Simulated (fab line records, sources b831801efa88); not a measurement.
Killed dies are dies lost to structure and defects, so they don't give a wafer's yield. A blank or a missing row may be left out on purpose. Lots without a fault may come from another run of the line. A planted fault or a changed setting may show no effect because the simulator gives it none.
fab line records | flow sky130 | part 1 of 2: steps 1 to 28 of 41
record lots=5 wafers=15 last_day=49
route steps=708 shown SD_P@359 RES_XHIGH@360 SALICIDE@361 LI_CONTACT@362 LOCAL_INTERCONNECT@387
lots that met no fault: from a run of the same line without faults
start_h: hours from the record's first day to the start of the lot's first wafer shown | wait_h: hours since the lot's step before | " the same as in the row above | L1.1+2: a row that stands for several wafers | - no value, or no start given | * or withheld: withheld | < > ~ a bound
route shown NAME@n: a module of which the file shows steps, and the number in the route of the first | usual: mean/standard deviation of fault-free wafers | same: alike in all rows | chamber/n: place in a boat | sites: the reading at each site | _std_site: their standard deviation | _edge_site: outer sites' mean less inner sites' | radius_mm: how far each site lies from the wafer's centre | mask NAME#n: copy n | behind: the tool/chamber that last shaped the wafer | hold: why the lot was held/for how many hours/how that ended | device: the transistor (n, p or np) that didn't switch | end of line: the same wafers' tests at the end of the route | a step without rows: its recipe alone | killed: dies lost to structure and defects at the first sort, not the wafer's yield | map: a wafer's dies, x killed, . not, _ none there
set.NAME: the setting as run; set.NAME@STEP: as run at that earlier step | model.NAME: the simulator's own value behind a step, which no gauge read
lots at some steps of the route; a table a step, a row a wafer
services: from which hour (start_h, from the record's first day; less than 0 if before it) a tool's chamber was out of use, for how many hours, and why
## steps
# step SKY_SD_N_RS_MEAS_17
# recipe thk_meas_gauge=four-point-probe
# usual SD_P_RS=147.0/0.36
# columns lot.wafer tool chamber start_h wait_h SD_P_RS[ohm/sq]
L079.1 film_metro-02 - 688.09 0.1 146.7
L079.2 " - " " 147.2
L079.5 " - " " 147.0
L081.1 film_metro-02 - 709.31 0.1 146.3
L081.2 " - " " 146.7
L081.5 " - " " 146.6
L089.1 film_metro-03 - 780.27 0.1 147.4
L089.4 " - " " 147.0
L089.6 " - " " 147.1
L090.1 film_metro-02 - 780.63 0.1 147.3
L090.2 " - " " 147.1
L090.4 " - " " 147.4
L093.1 film_metro-03 - 796.95 0.1 147.2
L093.3 " - " " 146.8
L093.5 " - " " 147.0
# step SKY_SD_N_RS_MEAS_18
# recipe thk_meas_gauge=four-point-probe
# usual RES_XHIGH_RS=330.7/1.4
# columns lot.wafer tool chamber start_h wait_h RES_XHIGH_RS[ohm/sq]
L079.1 film_metro-02 - 688.21 0.1 329.5
L079.2 " - " " 329.5
L079.5 " - " " 330.2
L081.1 film_metro-02 - 709.43 0.1 327.3
L081.2 " - " " 326.3
L081.5 " - " " 327.2
L089.1 film_metro-03 - 780.39 0.1 331.3
L089.4 " - " " 331.2
L089.6 " - " " 330.8
L090.1 film_metro-02 - 780.75 0.1 329.0
L090.2 " - " " 328.8
L090.4 " - " " 328.6
L093.1 film_metro-03 - 797.07 0.1 330.0
L093.3 " - " " 331.3
L093.5 " - " " 330.3
# step SKY_SALICIDE_CLEAN_00
# recipe chemistry=HF-last time_s=30 dilution=100:1 dry=ipa_marangoni
# columns lot.wafer tool chamber start_h wait_h
L079.1+2+5 wet_bench-02 0 688.33 0.1
L081.1+2+5 wet_bench-04 0 709.55 0.1
L089.1+4+6 wet_bench-03 2 780.51 0.1
L090.1+2+4 wet_bench-03 0 780.87 0.1
L093.1+3+5 wet_bench-04 2 797.19 0.1
# step SKY_LI_CONTACT_HDPCVD_00
# recipe material=PSG target_thk_nm=930 sigma_open_frac=0.3 time_s=155 temp_c=600 sih4_flow_sccm=60 pressure_mtorr=6
# columns lot.wafer tool chamber start_h wait_h
L079.1+2+5 hdpcvd-02 0,1,0 688.34 0.0
L081.1+2+5 hdpcvd-02 0,2,0 709.57 0.0
L089.1+4+6 hdpcvd-02 0,0,1 780.53 0.0
L090.1+2+4 hdpcvd-01 0,2,2 780.88 0.0
L093.1+3+5 hdpcvd-01 0,2,2 797.21 0.0
# step SKY_LI_CONTACT_THK_MEAS_01
# recipe reads=PSG_of_LI_CONTACT_HDPCVD_00
# usual LI_CONTACT_HDPCVD_THK=925/8.2
# columns lot.wafer tool chamber start_h wait_h LI_CONTACT_HDPCVD_THK[nm]
L079.1 film_metro-04 - 688.45 0.1 922
L079.2 " - " " 921
L079.5 " - " " 920
L081.1 film_metro-02 - 709.72 0.1 922
L081.2 " - " " 925
L081.5 " - " " 933
L089.1 film_metro-04 - 780.63 0.1 926
L089.4 " - " " 925
L089.6 " - " " 917
L090.1 film_metro-04 - 780.99 0.1 928
L090.2 " - " " 927
L090.4 " - " " 922
L093.1 film_metro-03 - 797.31 0.1 925
L093.3 " - " " 923
L093.5 " - " " 915
# step SKY_LI_CONTACT_CMP_02
# recipe material=PSG down_force_psi=4 platen_rpm=60 pad_velocity_m_s=0.94248
# usual motor_current_A=11.9/0.98 time_to_endpoint_s=33.0/2.3
# columns lot.wafer tool chamber start_h wait_h motor_current_A time_to_endpoint_s
L079.2 cmp-01 2 688.51 0.0 11.3 33.0
L079.1 " 1 " " 11.5 32.8
L079.5 " 3 " " 11.6 33.0
L081.1 cmp-01 0 709.83 0.1 11.5 33.7
L081.2 " 1 " " 11.5 34.8
L081.5 " 3 " " 12.1 37.4
L089.4 cmp-01 2 780.79 0.1 11.2 30.8
L089.1 " 3 " " 11.6 30.4
L089.6 " 1 " " 11.7 31.6
L090.2 cmp-02 0 781.05 0.0 13.4 33.3
L090.4 " 2 " " 12.5 33.5
L090.1 " 3 " " 10.0 35.4
L093.3 cmp-02 0 797.42 0.1 13.6 32.2
L093.1 " 2 " " 12.6 31.0
L093.5 " 3 " " 10.0 32.8
# step SKY_LI_CONTACT_BOW_MEAS_03
# recipe mode=bow
# usual LI_CONTACT_BOW=58/6.6
# columns lot.wafer tool chamber start_h wait_h LI_CONTACT_BOW[um]
L079.1 film_metro-03 - 688.81 0.1 63
L079.2 " - " " 54
L079.5 " - " " 62
L081.1 film_metro-03 - 710.08 0.2 54
L081.2 " - " " 60
L081.5 " - " " 53
L089.1 film_metro-02 - 780.99 0.1 54
L089.4 " - " " 53
L089.6 " - " " 59
L090.1 film_metro-04 - 781.35 0.1 53
L090.2 " - " " 68
L090.4 " - " " 50
L093.1 film_metro-04 - 797.67 0.1 47
L093.3 " - " " 66
L093.5 " - " " 63
# step SKY_LI_CONTACT_DEHYDRATE_04
# recipe temp_c=200 time_s=60
# columns lot.wafer tool chamber start_h wait_h
L079.1+2+5 litho_track-01 0 703.37 14.5
L081.1+2+5 litho_track-02 0 723.77 13.7
L089.1+4+6 litho_track-02 0 793.42 12.4
L090.1+2+4 litho_track-01 0 793.57 12.2
L093.1+3+5 litho_track-03 0 810.89 13.2
# step SKY_LI_CONTACT_HMDS_05
# recipe prime_time_s=60 prime_temp_c=120
# same prime_time_s=60
# columns lot.wafer tool chamber start_h wait_h
L079.1+2+5 litho_track-01 0 703.52 0.1
L081.1+2+5 litho_track-02 0 723.92 0.1
L089.1+4+6 litho_track-02 0 793.57 0.1
L090.1+2+4 litho_track-01 0 793.72 0.1
L093.1+3+5 litho_track-03 0 811.04 0.1
# step SKY_LI_CONTACT_COAT_06
# recipe resist=BARC temp_c=withheld time_s=withheld spin_rpm=3000 resist_thk_nm=60
# usual dispense_pressure_kPa=51/3.7
# columns lot.wafer tool chamber start_h wait_h dispense_pressure_kPa
L079.1 litho_track-01 0 703.67 0.1 49
L079.2 " 0 " " 49
L079.5 " 0 " " 49
L081.1 litho_track-02 0 724.07 0.1 48
L081.2 " 0 " " 48
L081.5 " 0 " " 48
L089.1 litho_track-02 0 793.72 0.1 48
L089.4 " 0 " " 48
L089.6 " 0 " " 48
L090.1 litho_track-01 0 793.87 0.1 49
L090.2 " 0 " " 49
L090.4 " 0 " " 49
L093.1 litho_track-03 0 811.19 0.1 56
L093.3 " 0 " " 56
L093.5 " 0 " " 56
# step SKY_LI_CONTACT_COAT_07
# recipe resist=KrF-thick spin_rpm=3000 resist_thk_nm=450
# usual dispense_pressure_kPa=51/3.7
# columns lot.wafer tool chamber start_h wait_h dispense_pressure_kPa
L079.1 litho_track-01 0 - - 49
L079.2 " 0 " " 49
L079.5 " 0 " " 49
L081.1 litho_track-02 0 - - 48
L081.2 " 0 " " 48
L081.5 " 0 " " 48
L089.1 litho_track-02 0 - - 48
L089.4 " 0 " " 48
L089.6 " 0 " " 48
L090.1 litho_track-01 0 - - 49
L090.2 " 0 " " 49
L090.4 " 0 " " 49
L093.1 litho_track-03 0 - - 56
L093.3 " 0 " " 56
L093.5 " 0 " " 56
# step SKY_LI_CONTACT_SOFTBAKE_08
# recipe temp_c=100 time_s=90 resist=KrF-thick
# columns lot.wafer tool chamber start_h wait_h
L079.1+2+5 litho_track-01 0 - -
L081.1+2+5 litho_track-02 0 - -
L089.1+4+6 litho_track-02 0 - -
L090.1+2+4 litho_track-01 0 - -
L093.1+3+5 litho_track-03 0 - -
# step SKY_LI_CONTACT_EXPOSE_09
# recipe mask_id=LICM1 na=0.8 source_shape=annular sigma_inner=0.55 sigma_outer=0.85 target_cd_nm=170 dose_mj=38
# usual focus_offset_nm=0.1/0.51
# columns lot.wafer tool chamber start_h wait_h mask focus_offset_nm
L079.1 krf_scanner-01 0 - - LICM1#0 0.3
L079.2 " 0 " " LICM1#0 0.1
L079.5 " 0 " " LICM1#0 0.0
L081.1 krf_scanner-01 0 - - LICM1#0 0.2
L081.2 " 0 " " LICM1#0 0.1
L081.5 " 0 " " LICM1#0 0.6
L089.1 krf_scanner-01 0 - - LICM1#0 0.5
L089.4 " 0 " " LICM1#0 0.4
L089.6 " 0 " " LICM1#0 -0.1
L090.1 krf_scanner-02 0 - - LICM1#0 -1.1
L090.2 " 0 " " LICM1#0 -0.4
L090.4 " 0 " " LICM1#0 0.0
L093.1 krf_scanner-02 0 - - LICM1#0 0.4
L093.3 " 0 " " LICM1#0 -0.5
L093.5 " 0 " " LICM1#0 0.4
# step SKY_LI_CONTACT_PEB_10
# recipe peb_temp_c=withheld peb_time_s=withheld resist=KrF-thick
# columns lot.wafer tool chamber start_h wait_h
L079.1+2+5 litho_track-02 0 - -
L081.1+2+5 litho_track-01 0 - -
L089.1+4+6 litho_track-02 0 - -
L090.1+2+4 litho_track-03 0 - -
L093.1+3+5 litho_track-01 0 - -
# step SKY_LI_CONTACT_DEVELOP_11
# recipe develop_time_s=60 resist=KrF-thick dev_temp_c=21
# columns lot.wafer tool chamber start_h wait_h
L079.1+2+5 litho_track-02 0 - -
L081.1+2+5 litho_track-01 0 - -
L089.1+4+6 litho_track-02 0 - -
L090.1+2+4 litho_track-03 0 - -
L093.1+3+5 litho_track-01 0 - -
# step SKY_LI_CONTACT_CD_MEAS_12
# recipe target_cd_nm=170
# usual cd_nm=170.9/1.3
# columns lot.wafer tool chamber start_h wait_h cd_nm
L079.1 cd_sem-01 - 717.37 - 173.9
L079.2 " - " " 173.5
L079.5 " - " " 172.3
L081.1 cd_sem-01 - 738.12 - 170.3
L081.2 " - " " 171.2
L081.5 " - " " 170.4
L089.1 cd_sem-02 - 807.42 - 172.0
L089.4 " - " " 171.2
L089.6 " - " " 171.0
L090.1 cd_sem-01 - 807.44 - 170.8
L090.2 " - " " 169.6
L090.4 " - " " 170.5
L093.1 cd_sem-02 - 824.17 - 170.7
L093.3 " - " " 171.4
L093.5 " - " " 171.1
# step SKY_LI_CONTACT_OVL_MEAS_13
# usual LI_CONTACT_OVL=-3/4.5
# columns lot.wafer tool chamber start_h wait_h LI_CONTACT_OVL[nm]
L079.1 overlay-02 - 717.49 0.1 -1
L079.2 " - " " 2
L079.5 " - " " 1
L081.1 overlay-02 - 738.24 0.1 -6
L081.2 " - " " -2
L081.5 " - " " -6
L089.1 overlay-01 - 807.54 0.1 -4
L089.4 " - " " -11
L089.6 " - " " 0
L090.1 overlay-02 - 807.56 0.1 5
L090.2 " - " " 3
L090.4 " - " " 5
L093.1 overlay-02 - 824.29 0.1 -4
L093.3 " - " " 1
L093.5 " - " " -4
# step SKY_LI_CONTACT_ETCH_14
# recipe chemistry=N2/H2 target=BARC ion_energy_ev=200 source_w=500 bias_w=100 pressure_mtorr=30 n2_flow_sccm=100 h2_flow_sccm=200 stop_on=SiO2 time_s=45.9 target_depth_a=600
# usual drypump_motor_current_A=5.6/0.47 oes_product_au=0.855/0.0051 throttle_valve_pct=13.226/0.0085
# columns lot.wafer tool chamber start_h wait_h drypump_motor_current_A oes_product_au rf_hours_counter_h throttle_valve_pct
L079.1 rie_diel-01 2 717.53 0.0 5.7 0.857 6 13.235
L079.2 " 0 " " 5.9 0.859 4 13.226
L079.5 " 3 " " 5.5 0.858 - 13.211
L081.1 rie_diel-02 0 738.27 0.0 5.5 0.848 13 13.214
L081.2 " 2 " " 5.9 0.863 0 13.233
L081.5 " 0 " " 5.5 0.850 - 13.234
L089.1 rie_diel-04 0 807.58 0.0 5.5 0.856 8 13.218
L089.4 " 1 " " 5.9 0.850 9 13.217
L089.6 " 1 " " 5.9 0.862 - 13.230
L090.1 rie_diel-01 1 807.60 0.0 5.1 0.854 3 13.220
L090.2 " 0 " " 5.9 0.854 5 13.210
L090.4 " 3 " " 5.5 0.851 - 13.218
L093.1 rie_diel-02 3 824.33 0.0 6.0 0.848 16 13.223
L093.3 " 2 " " 5.9 0.860 3 13.216
L093.5 " 0 " " 5.5 0.852 - 13.233
# step SKY_LI_CONTACT_ETCH_15
# recipe target=PSG chemistry=C4F8/O2/Ar stop_on=Si taper_deg=4.15 mask_material=KrF-thick source_w=1500 bias_w=1200 pressure_mtorr=40 c4f8_flow_sccm=withheld O2_flow_sccm=6 Ar_flow_sccm=300 time_s=withheld target_depth_a=6000
# usual oes_product_au=0.837/0.0041
# columns lot.wafer tool chamber start_h wait_h oes_product_au
L079.1 rie_diel-01 2 717.57 0.0 0.830
L079.2 " 0 " " 0.832
L079.5 " 3 " " 0.838
L081.1 rie_diel-02 0 738.32 0.0 0.837
L081.2 " 2 " " 0.832
L081.5 " 0 " " 0.836
L089.1 rie_diel-04 0 807.62 0.0 0.838
L089.4 " 1 " " 0.835
L089.6 " 1 " " 0.837
L090.1 rie_diel-01 1 807.64 0.0 0.838
L090.2 " 0 " " 0.838
L090.4 " 3 " " 0.837
L093.1 rie_diel-02 3 824.37 0.0 0.838
L093.3 " 2 " " 0.830
L093.5 " 0 " " 0.839
# step SKY_LI_CONTACT_STRIP_16
# recipe chemistry=O2/N2 power_w=1400 pressure_mtorr=1500 platen_temp_c=withheld o2_flow_sccm=3000 n2_flow_sccm=300 overash_fraction=0.5
# usual drypump_motor_current_A=5.8/0.31 oes_product_au=0.375/0.0048 strip_time_to_endpoint_s=3.486/0.028
# columns lot.wafer tool chamber start_h wait_h drypump_motor_current_A oes_product_au rf_hours_counter_h strip_time_to_endpoint_s
L079.1 plasma_asher-01 0 717.66 - 6.5 0.383 27 3.525
L079.2 " 1 " " 6.0 0.378 27 3.482
L079.5 " 1 " " 6.0 0.377 - 3.497
L081.1 plasma_asher-03 0 738.40 - 5.7 0.380 87 3.493
L081.2 " 1 " " 5.7 0.375 87 3.469
L081.5 " 1 " " 5.6 0.379 - 3.486
L089.1 plasma_asher-04 1 807.71 - 5.5 0.375 71 3.442
L089.4 " 0 " " 5.9 0.370 - 3.456
L089.6 " 0 " " 5.8 0.382 - 3.472
L090.1 plasma_asher-03 1 807.73 - 5.7 0.376 91 3.457
L090.2 " 0 " " 5.7 0.379 91 3.493
L090.4 " 1 " " 5.7 0.390 - 3.472
L093.1 plasma_asher-03 0 824.45 - 5.7 0.374 93 3.456
L093.3 " 1 " " 5.7 0.369 - 3.433
L093.5 " 0 " " 5.7 0.375 - 3.453
# step SKY_LI_CONTACT_CLEAN_17
# recipe chemistry=NMP time_s=600 temp_c=60 dry=n2_spin
# columns lot.wafer tool chamber start_h wait_h
L079.1+2+5 wet_bench-03 0 717.76 0.1
L081.1+2+5 wet_bench-01 3 738.50 0.1
L089.1+4+6 wet_bench-04 0 807.81 0.1
L090.1+2+4 wet_bench-01 1 807.83 0.1
L093.1+3+5 wet_bench-03 2 824.55 0.1
# step SKY_LI_CONTACT_PRE_CLEAN_18
# recipe gas=Ar time_s=5.6 bias_v=358
# columns lot.wafer tool chamber start_h wait_h
L079.1+2+5 pvd_sputter-03 - 718.11 0.0
L081.1+2+5 pvd_sputter-01 - 738.68 0.0
L089.1+4+6 pvd_sputter-02 - 808.00 0.0
L090.1+2+4 pvd_sputter-03 - 808.00 0.0
L093.1+3+5 pvd_sputter-03 - 824.73 0.0
# step SKY_LI_CONTACT_SPUTTER_19
# recipe material=Ti target_thk_nm=20 chamber_pressure_pa=5 power_w=2500 substrate_temp_c=200 time_s=106.37
# usual throttle_valve_pct=30.1/0.96
# columns lot.wafer tool chamber start_h wait_h throttle_valve_pct
L079.1 pvd_sputter-03 - 718.13 0.0 32.1
L079.2 " - " " 30.6
L079.5 " - " " 30.2
L081.1 pvd_sputter-01 - 738.70 0.0 30.3
L081.2 " - " " 31.4
L081.5 " - " " 30.2
L089.1 pvd_sputter-02 - 808.02 0.0 29.6
L089.4 " - " " 30.5
L089.6 " - " " 30.7
L090.1 pvd_sputter-03 - 808.02 0.0 31.9
L090.2 " - " " 28.9
L090.4 " - " " 30.7
L093.1 pvd_sputter-03 - 824.75 0.0 32.2
L093.3 " - " " 30.3
L093.5 " - " " 29.0
# step SKY_LI_CONTACT_SPUTTER_20
# recipe material=TiN target_thk_nm=20 chamber_pressure_pa=5 power_w=4000 time_s=80
# usual throttle_valve_pct=30.1/0.99
# columns lot.wafer tool chamber start_h wait_h throttle_valve_pct
L079.1 pvd_sputter-03 - 718.20 0.0 32.1
L079.2 " - " " 30.3
L079.5 " - " " 30.1
L081.1 pvd_sputter-01 - 738.77 0.0 30.2
L081.2 " - " " 31.4
L081.5 " - " " 30.2
L089.1 pvd_sputter-02 - 808.09 0.0 29.6
L089.4 " - " " 30.9
L089.6 " - " " 30.6
L090.1 pvd_sputter-03 - 808.10 0.0 32.0
L090.2 " - " " 29.1
L090.4 " - " " 30.9
L093.1 pvd_sputter-03 - 824.82 0.0 32.2
L093.3 " - " " 30.2
L093.5 " - " " 29.0
# step SKY_LI_CONTACT_CVD_21
# recipe material=W target_thk_nm=400 time_s=120.56 temp_c=400 pressure_torr=40
# usual heater_power_w=895/55
# columns lot.wafer tool chamber start_h wait_h heater_power_w
L079.1 cvd_w-02 0 718.26 0.0 855
L079.2 " 1 " " 836
L079.5 " 1 " " 847
L081.1 cvd_w-02 0 738.83 0.0 868
L081.2 " 1 " " 847
L081.5 " 1 " " 837
L089.1 cvd_w-01 1 808.16 0.0 968
L089.4 " 0 " " 895
L089.6 " 1 " " 951
L090.1 cvd_w-02 0 808.16 0.0 857
L090.2 " 1 " " 833
L090.4 " 1 " " 860
L093.1 cvd_w-02 1 824.88 0.0 848
L093.3 " 0 " " 853
L093.5 " 1 " " 844
# step SKY_LI_CONTACT_RS_MEAS_22
# recipe thk_meas_gauge=four-point-probe reads=W_of_LI_CONTACT_CVD_21+TiN_of_LI_CONTACT_SPUTTER_20+Ti_of_LI_CONTACT_SPUTTER_19
# usual LI_CONTACT_W_RS=0.2861/0.0029
# columns lot.wafer tool chamber start_h wait_h LI_CONTACT_W_RS[ohm/sq]
L079.1 film_metro-04 - 718.39 0.1 0.2872
L079.2 " - " " 0.2906
L079.5 " - " " 0.2906
L081.1 film_metro-02 - 738.96 0.1 0.2864
L081.2 " - " " 0.2890
L081.5 " - " " 0.2877
L089.1 film_metro-02 - 808.28 0.1 0.2847
L089.4 " - " " 0.2828
L089.6 " - " " 0.2851
L090.1 film_metro-04 - 808.28 0.1 0.2892
L090.2 " - " " 0.2922
L090.4 " - " " 0.2855
L093.1 film_metro-04 - 825.01 0.1 0.2850
L093.3 " - " " 0.2882
L093.5 " - " " 0.2884
# step SKY_LI_CONTACT_THK_MEAS_23
# recipe thk_meas_gauge=xrf reads=W_of_LI_CONTACT_CVD_21
# usual LI_CONTACT_W_THK=384/6.5
# columns lot.wafer tool chamber start_h wait_h LI_CONTACT_W_THK[nm]
L079.1 film_metro-04 - 718.51 0.1 378
L079.2 " - " " 377
L079.5 " - " " 375
L081.1 film_metro-02 - 739.08 0.1 379
L081.2 " - " " 375
L081.5 " - " " 378
L089.1 film_metro-02 - 808.40 0.1 383
L089.4 " - " " 384
L089.6 " - " " 383
L090.1 film_metro-04 - 808.40 0.1 377
L090.2 " - " " 376
L090.4 " - " " 385
L093.1 film_metro-04 - 825.13 0.1 385
L093.3 " - " " 380
L093.5 " - " " 383
# step SKY_LI_CONTACT_CMP_24
# recipe stop_on=PSG t_overpolish_s=20 down_force_psi=3.5 platen_rpm=60 target_thk_nm=0 pad_velocity_m_s=0.94248
# usual motor_current_A=10.8/0.91 overpolish_run_s=20.000/0.0092 time_to_endpoint_s=95.9/2.7
# columns lot.wafer tool chamber start_h wait_h motor_current_A overpolish_run_s time_to_endpoint_s
L079.1 cmp-01 3 718.62 0.1 11.3 19.994 97.3
L079.2 " 0 " " 10.4 19.998 96.9
L079.5 " 2 " " 10.1 20.002 98.9
L081.2 cmp-01 0 739.14 0.0 11.1 19.988 94.2
L081.1 " 1 " " 11.0 20.010 94.5
L081.5 " 0 " " 10.1 19.999 96.6
L089.4 cmp-02 3 808.46 0.0 9.2 20.009 99.0
L089.1 " 2 " " 11.9 20.013 90.6
L089.6 " 3 " " 9.1 19.988 94.7
L090.1 cmp-01 1 808.51 0.1 10.8 19.997 93.1
L090.4 " 2 " " 10.2 20.004 96.8
L090.2 " 3 " " 10.6 20.008 92.3
L093.3 cmp-01 2 825.19 0.0 10.9 19.996 96.5
L093.1 " 1 " " 10.6 20.011 96.2
L093.5 " 3 " " 10.4 19.990 96.9
